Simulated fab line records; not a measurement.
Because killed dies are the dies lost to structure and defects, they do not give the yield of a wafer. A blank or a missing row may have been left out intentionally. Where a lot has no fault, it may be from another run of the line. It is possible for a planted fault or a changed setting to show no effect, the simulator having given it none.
The tool behind it: which one? :: flow sky130 :: 7 lots, 21 wafers sampled, at 1 step of a route of 708

## WHAT THE GAUGES READ, wafer by wafer
SKY_LDD_P_TW_MEAS_11.
lot: L725
measured: day 18 17:08
on: filmMetro-04
LDD_P_TW: 635.6 636.1 640.1

lot: L727
measured: day 19 10:18
on: filmMetro-04
LDD_P_TW: 642.4 638.6 639.2

lot: L731
measured: day 21 17:10
on: filmMetro-02
LDD_P_TW: 635.9 635.4 640.3

lot: L733
measured: day 22 00:11
on: filmMetro-04
LDD_P_TW: 643.1 637.3 637.9

lot: L739
measured: day 24 15:56
on: filmMetro-02
LDD_P_TW: 637.4 637.3 637.8

lot: L741
measured: day 24 23:25
on: filmMetro-04
LDD_P_TW: 640.0 642.8 640.7

lot: L745
measured: day 26 01:52
on: filmMetro-04
LDD_P_TW: 642.3 637.5 637.6

## EACH LOT AND THE TOOL THAT RAN IT (in order: tool; ch and the chambers of the sampled wafers; start)
Before these readings, the record contains no process step.

## THE ANSWER, worked out from the rows above alone
Rule: the lots themselves supply what counts as usual. The widest of any qualifying gaps counts: lots, ordered by their means at a reading, are off when they make up no more than a third of the lots, leave a main group of 4 or more, and stand apart from it by 3 or more times the standard deviation of that group's means. Not used: any main group whose means are identical at the precision the tables above print for the reading. A lot without any number at a reading at which 4 lots or more have one is off too. All remaining lots with rows at the step are treated as sound.
Nothing can be told from this: no lot is off at any reading shown.

## WHAT THE SIMULATOR HAD INSERTED
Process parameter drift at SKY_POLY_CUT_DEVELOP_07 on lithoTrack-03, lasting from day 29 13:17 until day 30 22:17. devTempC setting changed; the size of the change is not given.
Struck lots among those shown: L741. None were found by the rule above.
